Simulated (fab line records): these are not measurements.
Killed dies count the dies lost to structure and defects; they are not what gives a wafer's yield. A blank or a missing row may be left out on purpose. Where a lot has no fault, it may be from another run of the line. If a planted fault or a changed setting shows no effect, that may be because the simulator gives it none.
fab line records	flow sky130
record: lots: 14	wafers: 42	last-day: 52
route steps=708 shown LI_CONTACT@385 CONTACT@408
lots untouched by any fault: they come from a run of this same line in which no faults occurred
start-h: the number of hours between the record's first day and the start of the first shown wafer of the lot	wait-h: time in hours since the lot's previous step	" identical to the entry in the row above	L1.1+2: several wafers, shown together as one row	- no value, or no start was given	* or withheld: withheld	< > ~ a bound
route shown NAME@n: a module of which the file shows steps, and the number in the route of the first	usual: mean and standard deviation over wafers with no fault	same: alike in all rows	chamber/n: place in a boat	sites: readings site by site	_std_site: the values' standard deviation	_edge_site: outer sites' mean less inner sites'	radius-mm: for every site, how far away it sits from the centre of the wafer	mask NAME#n: copy n	behind: tool/chamber where the wafer was last shaped	hold: cause of the lot's hold/its duration in hours/its outcome	device: names the non-switching transistor (n, p or np)	end of line: the tests these same wafers got at the end of their route	for a step that has no rows: nothing shown but its recipe	killed: dies lost to structure and defects at the first sort, not the wafer's yield	map: dies across one wafer; x = killed, . = not, _ = none there
set.NAME: setting as actually run; set.NAME@STEP: the setting as run at that earlier step	model.NAME: the simulator's own value behind a step, which no gauge read
one table for each step of the route and one row for each wafer, over a sample of lots
services: from which hour (start-h, from the record's first day; less than 0 if before it) a tool's chamber was out of use, for how many hours, and why
== steps ==
step: SKY_LI_CONTACT_THK_MEAS_23
recipe: thk-meas-gauge: xrf	reads: W_of_LI_CONTACT_CVD_21
usual: LI_CONTACT_W_THK: 390/7.1
lot.wafer	tool	chamber	start-h	wait-h	LI_CONTACT_W_THK[nm]
L774.1	film-metro-02	-	715.10	0.1	379
L774.3	"	-	"	"	377
L774.5	"	-	"	"	378
L775.1	film-metro-04	-	721.05	0.1	389
L775.4	"	-	"	"	392
L775.5	"	-	"	"	389
L776.2	film-metro-02	-	725.18	0.1	389
L776.4	"	-	"	"	401
L776.5	"	-	"	"	399
L778.2	film-metro-02	-	736.18	0.1	401
L778.4	"	-	"	"	388
L778.6	"	-	"	"	385
L780.1	film-metro-04	-	740.69	0.1	396
L780.2	"	-	"	"	399
L780.4	"	-	"	"	402
L783.2	film-metro-02	-	741.49	0.1	397
L783.4	"	-	"	"	391
L783.6	"	-	"	"	385
L782.1	film-metro-04	-	741.66	0.1	396
L782.4	"	-	"	"	399
L782.5	"	-	"	"	395
L781.2	film-metro-03	-	742.54	0.1	396
L781.4	"	-	"	"	390
L781.6	"	-	"	"	377
L784.1	film-metro-04	-	743.79	0.1	396
L784.3	"	-	"	"	395
L784.5	"	-	"	"	394
L785.2	film-metro-03	-	748.13	0.1	390
L785.3	"	-	"	"	394
L785.6	"	-	"	"	393
L788.2	film-metro-04	-	875.33	0.1	388
L788.4	"	-	"	"	395
L788.5	"	-	"	"	396
L792.1	film-metro-03	-	889.88	0.1	389
L792.2	"	-	"	"	386
L792.4	"	-	"	"	390
L795.4	film-metro-04	-	896.79	0.1	385
L795.5	"	-	"	"	393
L795.6	"	-	"	"	391
L797.1	film-metro-03	-	897.19	0.1	387
L797.3	"	-	"	"	390
L797.4	"	-	"	"	390
step: SKY_CONTACT_HDPCVD_02
recipe: material: SiO2	target-thk-nm: 565	sigma-open-frac: 0.3	time-s: 94.2	temp-c: 600	sih4-flow-sccm: 60	pressure-mtorr: 6
lot.wafer	tool	chamber	start-h	wait-h
L774.1+3+5	hdpcvd-02	2,1,2	744.45	0.1
L775.1+4+5	hdpcvd-01	0,0,1	749.76	0.1
L776.2+4+5	hdpcvd-02	0,1,2	754.90	0.0
L778.2+4+6	hdpcvd-02	1,1,2	764.97	0.0
L780.1+2+4	hdpcvd-02	0,1,1	770.05	0.1
L783.2+4+6	hdpcvd-01	1,2,0	770.40	0.0
L782.1+4+5	hdpcvd-02	1,1,2	770.75	0.1
L781.2+4+6	hdpcvd-01	0,0,1	771.10	0.0
L784.1+3+5	hdpcvd-01	0,1,2	772.93	0.1
L785.2+3+6	hdpcvd-01	1,0,1	777.77	0.0
L788.2+4+5	hdpcvd-02	0,2,0	904.14	0.0
L792.1+2+4	hdpcvd-02	2,0,2	917.75	0.1
L795.4+5+6	hdpcvd-01	0,2,1	923.74	0.1
L797.1+3+4	hdpcvd-01	1,2,2	924.57	0.1
step: SKY_CONTACT_THK_MEAS_03
recipe: reads: SiO2_of_CONTACT_HDPCVD_02
usual: CONTACT_HDPCVD_THK: 564/5.6
lot.wafer	tool	chamber	start-h	wait-h	CONTACT_HDPCVD_THK[nm]
L774.1	film-metro-02	-	744.51	0.0	568
L774.3	"	-	"	"	562
L774.5	"	-	"	"	573
L775.1	film-metro-04	-	749.83	0.0	568
L775.4	"	-	"	"	563
L775.5	"	-	"	"	568
L776.2	film-metro-04	-	754.98	0.0	559
L776.4	"	-	"	"	571
L776.5	"	-	"	"	568
L778.2	film-metro-01	-	765.05	0.0	567
L778.4	"	-	"	"	566
L778.6	"	-	"	"	570
L780.1	film-metro-02	-	770.12	0.0	559
L780.2	"	-	"	"	562
L780.4	"	-	"	"	567
L783.2	film-metro-04	-	770.48	0.0	562
L783.4	"	-	"	"	559
L783.6	"	-	"	"	568
L782.1	film-metro-04	-	770.82	0.0	570
L782.4	"	-	"	"	564
L782.5	"	-	"	"	560
L781.2	film-metro-02	-	771.18	0.0	561
L781.4	"	-	"	"	562
L781.6	"	-	"	"	559
L784.1	film-metro-01	-	773.00	0.0	570
L784.3	"	-	"	"	569
L784.5	"	-	"	"	555
L785.2	film-metro-04	-	777.85	0.0	565
L785.3	"	-	"	"	572
L785.6	"	-	"	"	561
L788.2	film-metro-02	-	904.22	0.0	564
L788.4	"	-	"	"	571
L788.5	"	-	"	"	561
L792.1	film-metro-02	-	917.82	0.0	567
L792.2	"	-	"	"	563
L792.4	"	-	"	"	563
L795.4	film-metro-02	-	923.80	0.0	578
L795.5	"	-	"	"	563
L795.6	"	-	"	"	295
L797.1	film-metro-01	-	924.64	0.0	301
L797.3	"	-	"	"	563
L797.4	"	-	"	"	562
step: SKY_CONTACT_CMP_04
recipe: material: SiO2	down-force-psi: 4	platen-rpm: 60	pad-velocity-m-s: 0.94248
usual: motor-current-A: 12.4/1	time-to-endpoint-s: 83/6.1
lot.wafer	tool	chamber	start-h	wait-h	motor-current-A	time-to-endpoint-s
L774.3	cmp-01	1	744.62	0.1	10.9	79
L774.1	"	2	"	"	13.7	95
L774.5	"	1	"	"	10.6	86
L775.4	cmp-02	2	749.89	0.0	13.3	75
L775.1	"	0	"	"	11.3	82
L775.5	"	2	"	"	12.9	79
L776.2	cmp-01	3	755.08	0.1	11.7	82
L776.4	"	0	"	"	12.6	90
L776.5	"	2	"	"	13.8	94
L778.2	cmp-01	3	765.15	0.1	12.0	81
L778.4	"	1	"	"	10.7	79
L778.6	"	2	"	"	14.1	92
L780.2	cmp-01	2	770.18	0.0	13.6	89
L780.1	"	3	"	"	11.7	79
L780.4	"	0	"	"	13.7	84
L783.2	cmp-02	2	770.58	0.1	12.9	74
L783.4	"	3	"	"	12.4	76
L783.6	"	1	"	"	12.3	89
L782.1	cmp-01	0	770.93	0.1	13.4	87
L782.4	"	2	"	"	13.8	90
L782.5	"	3	"	"	11.0	80
L781.2	cmp-01	0	771.23	0.0	13.5	86
L781.4	"	3	"	"	11.8	84
L781.6	"	1	"	"	10.9	81
L784.1	cmp-02	0	773.11	0.1	11.1	83
L784.3	"	1	"	"	12.6	91
L784.5	"	0	"	"	11.3	78
L785.2	cmp-02	3	777.95	0.1	12.2	74
L785.3	"	1	"	"	11.8	90
L785.6	"	2	"	"	12.9	72
L788.2	cmp-01	0	904.37	0.1	12.9	82
L788.4	"	1	"	"	10.7	77
L788.5	"	2	"	"	13.7	85
L792.4	cmp-01	0	917.88	0.0	13.5	83
L792.1	"	2	"	"	14.0	89
L792.2	"	3	"	"	12.0	82
L795.4	cmp-02	2	923.89	0.1	13.7	82
L795.6	"	1	"	"	12.2	57
L795.5	"	2	"	"	12.8	81
L797.1	cmp-02	2	924.70	0.1	13.1	47
L797.4	"	3	"	"	12.2	82
L797.3	"	0	"	"	11.8	80
step: SKY_CONTACT_CD_MEAS_14
recipe: target-cd-nm: 170
usual: cd-nm: 170.1/1.7
lot.wafer	tool	chamber	start-h	wait-h	cd-nm
L774.1	cd-sem-01	-	772.97	-	171.6
L774.3	"	-	"	"	171.5
L774.5	"	-	"	"	171.5
L775.1	cd-sem-01	-	778.64	-	170.7
L775.4	"	-	"	"	171.9
L775.5	"	-	"	"	170.9
L776.2	cd-sem-02	-	782.96	-	167.5
L776.4	"	-	"	"	169.1
L776.5	"	-	"	"	169.1
L778.2	cd-sem-01	-	793.69	-	171.2
L778.4	"	-	"	"	170.4
L778.6	"	-	"	"	169.8
L780.1	cd-sem-02	-	797.52	-	169.2
L780.2	"	-	"	"	169.3
L780.4	"	-	"	"	169.1
L783.2	cd-sem-02	-	797.89	-	175.2
L783.4	"	-	"	"	173.6
L783.6	"	-	"	"	174.4
L782.1	cd-sem-01	-	798.49	-	169.7
L782.4	"	-	"	"	169.5
L782.5	"	-	"	"	169.7
L781.2	cd-sem-02	-	799.44	-	172.2
L781.4	"	-	"	"	170.9
L781.6	"	-	"	"	169.4
L784.1	cd-sem-01	-	800.99	-	169.9
L784.3	"	-	"	"	170.4
L784.5	"	-	"	"	171.6
L785.2	cd-sem-02	-	805.34	-	167.9
L785.3	"	-	"	"	169.2
L785.6	"	-	"	"	168.5
L788.2	cd-sem-02	-	929.47	-	166.9
L788.4	"	-	"	"	167.4
L788.5	"	-	"	"	169.1
L792.1	cd-sem-01	-	943.15	-	165.7
L792.2	"	-	"	"	167.5
L792.4	"	-	"	"	167.2
L795.4	cd-sem-02	-	949.81	-	169.6
L795.5	"	-	"	"	171.0
L795.6	"	-	"	"	170.3
L797.1	cd-sem-01	-	951.30	-	172.5
L797.3	"	-	"	"	173.3
L797.4	"	-	"	"	173.6
step: SKY_CONTACT_ETCH_17
recipe: target: SiO2	chemistry: C4F8/O2/Ar	stop-on: Si3N4	mask-material: KrF-thick	source-w: 1500	bias-w: 1200	pressure-mtorr: 40	c4f8-flow-sccm: withheld	O2_flow_sccm: 6	Ar_flow_sccm: 300	time-s: withheld	target-depth-a: 3400
usual: oes-product-au: 0.892/0.0051
lot.wafer	tool	chamber	start-h	wait-h	oes-product-au
L774.1	rie-diel-03	2	773.17	0.0	0.894
L774.3	"	0	"	"	0.897
L774.5	"	2	"	"	0.895
L775.1	rie-diel-01	2	778.84	0.0	0.891
L775.4	"	0	"	"	0.893
L775.5	"	0	"	"	0.890
L776.2	rie-diel-03	2	783.14	0.0	0.892
L776.4	"	0	"	"	0.898
L776.5	"	2	"	"	0.900
L778.2	rie-diel-03	1	793.87	0.0	0.890
L778.4	"	0	"	"	0.893
L778.6	"	2	"	"	0.899
L780.1	rie-diel-03	2	797.72	0.0	0.894
L780.2	"	0	"	"	0.890
L780.4	"	1	"	"	0.880
L783.2	rie-diel-01	1	798.07	0.0	0.888
L783.4	"	2	"	"	0.887
L783.6	"	2	"	"	0.890
L782.1	rie-diel-03	3	798.69	0.0	0.891
L782.4	"	1	"	"	0.895
L782.5	"	0	"	"	0.893
L781.2	rie-diel-01	0	799.62	0.0	0.891
L781.4	"	1	"	"	0.893
L781.6	"	2	"	"	0.891
L784.1	rie-diel-01	2	801.19	0.0	0.892
L784.3	"	0	"	"	0.891
L784.5	"	0	"	"	0.893
L785.2	rie-diel-03	3	805.52	0.0	0.892
L785.3	"	2	"	"	0.897
L785.6	"	1	"	"	0.896
L788.2	rie-diel-01	0	929.64	0.0	0.888
L788.4	"	1	"	"	0.885
L788.5	"	2	"	"	0.900
L792.1	rie-diel-04	1	943.34	0.0	0.896
L792.2	"	0	"	"	0.896
L792.4	"	2	"	"	0.902
L795.4	rie-diel-04	3	949.94	0.0	0.890
L795.5	"	0	"	"	0.881
L795.6	"	1	"	"	0.824
L797.1	rie-diel-04	0	951.49	0.0	0.833
L797.3	"	2	"	"	0.887
L797.4	"	1	"	"	0.896
step: SKY_CONTACT_RS_MEAS_25
recipe: thk-meas-gauge: four-point-probe	reads: W_of_CONTACT_CVD_24+TiN_of_CONTACT_SPUTTER_23
usual: CONTACT_W_RS: 0.338/0.0037
lot.wafer	tool	chamber	start-h	wait-h	CONTACT_W_RS[ohm/sq]
L774.1	film-metro-01	-	774.02	0.1	0.336
L774.3	"	-	"	"	0.334
L774.5	"	-	"	"	0.338
L775.1	film-metro-01	-	779.85	0.2	0.343
L775.4	"	-	"	"	0.345
L775.5	"	-	"	"	0.343
L776.2	film-metro-04	-	784.01	0.1	0.337
L776.4	"	-	"	"	0.333
L776.5	"	-	"	"	0.334
L778.2	film-metro-04	-	794.74	0.1	0.339
L778.4	"	-	"	"	0.339
L778.6	"	-	"	"	0.339
L780.1	film-metro-02	-	798.57	0.1	0.335
L780.2	"	-	"	"	0.342
L780.4	"	-	"	"	0.342
L783.2	film-metro-04	-	798.94	0.1	0.337
L783.4	"	-	"	"	0.340
L783.6	"	-	"	"	0.336
L782.1	film-metro-04	-	799.54	0.1	0.337
L782.4	"	-	"	"	0.345
L782.5	"	-	"	"	0.336
L781.2	film-metro-04	-	800.49	0.1	0.338
L781.4	"	-	"	"	0.338
L781.6	"	-	"	"	0.339
L784.1	film-metro-04	-	802.05	0.1	0.334
L784.3	"	-	"	"	0.338
L784.5	"	-	"	"	0.341
L785.2	film-metro-01	-	806.39	0.1	0.340
L785.3	"	-	"	"	0.341
L785.6	"	-	"	"	0.340
L788.2	film-metro-01	-	930.52	0.1	0.339
L788.4	"	-	"	"	0.339
L788.5	"	-	"	"	0.342
L792.1	film-metro-02	-	944.23	0.1	0.334
L792.2	"	-	"	"	0.334
L792.4	"	-	"	"	0.331
L795.4	film-metro-04	-	950.89	0.1	0.336
L795.5	"	-	"	"	0.334
L795.6	"	-	"	"	0.330
L797.1	film-metro-04	-	952.35	0.1	0.333
L797.3	"	-	"	"	0.336
L797.4	"	-	"	"	0.332
== services ==
tool	chamber	start-h	hours	kind
hdpcvd-02	-	726.04	5.5	pm
cmp-02	-	744.10	4.0	pm
hdpcvd-02	2	745.39	5.4	repair
cmp-01	-	755.46	5.4	pm
rie-diel-04	-	790.00	60.6	repair
rie-diel-04	2	791.94	9.3	repair
rie-diel-01	3	799.99	11.3	repair
hdpcvd-02	-	811.44	1.7	repair
cmp-01	-	812.68	3.9	repair
hdpcvd-01	-	819.59	0.7	repair
hdpcvd-01	0	850.39	9.4	repair
hdpcvd-02	-	851.88	4.3	pm
cmp-01	-	862.59	4.8	pm
rie-diel-01	-	865.96	28.1	pm
cmp-02	-	891.02	7.2	pm
cmp-02	-	898.27	6.8	pm
hdpcvd-02	-	905.91	3.2	repair
cmp-01	-	912.03	4.0	pm
rie-diel-01	3	913.95	52.3	repair
cmp-01	-	916.03	-	consumable-replace:conditioner
cmp-01	-	916.03	-	consumable-replace:pad
rie-diel-01	2	918.30	4.0	repair
hdpcvd-02	1	926.74	3.7	repair
hdpcvd-02	-	950.29	15.0	pm
== key ==
first-sign: step: SKY_CONTACT_THK_MEAS_03	reading: CONTACT_HDPCVD_THK	direction: down	sigmas: 48	usual: 564	struck: 298
effect: step: SKY_CONTACT_CMP_04	reading: time-to-endpoint-s	direction: down	sigmas: 5.1	usual: *	struck: *
effect: step: SKY_CONTACT_ETCH_17	reading: oes-product-au	direction: down	sigmas: 13	usual: 0.892	struck: 0.828
met-at SKY_CONTACT_HDPCVD_02
struck-lots L795,L797
struck-wafers L795.6,L797.1
sort-left-out L795.6,L797.1
tester-left-out L795,L797
not-acting-at SKY_LI_CONTACT_THK_MEAS_23,SKY_CONTACT_CD_MEAS_14,SKY_CONTACT_RS_MEAS_25
onset-between 777.77 923.74
fault: kind: process-parameter-drift	tool: hdpcvd-01	chamber: 1	onset-h: 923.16	steps: SKY_CONTACT_HDPCVD_02	channel: target-thk-nm	offset: -270.77	shape: step	end-h: 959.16	acts-in: these-recipes-only	stated: 565
tester-left-out: of these lots the tester's yield and bins aren't shown, on N5 and GAA mostly nor the transistor test; their killed dies are dies lost to structure and defects alone, not to doping, threshold or leakage, so they don't give the yield
sort-left-out: the simulated sort isn't trusted on such a fault, so these wafers' sort isn't shown, and their yield isn't known
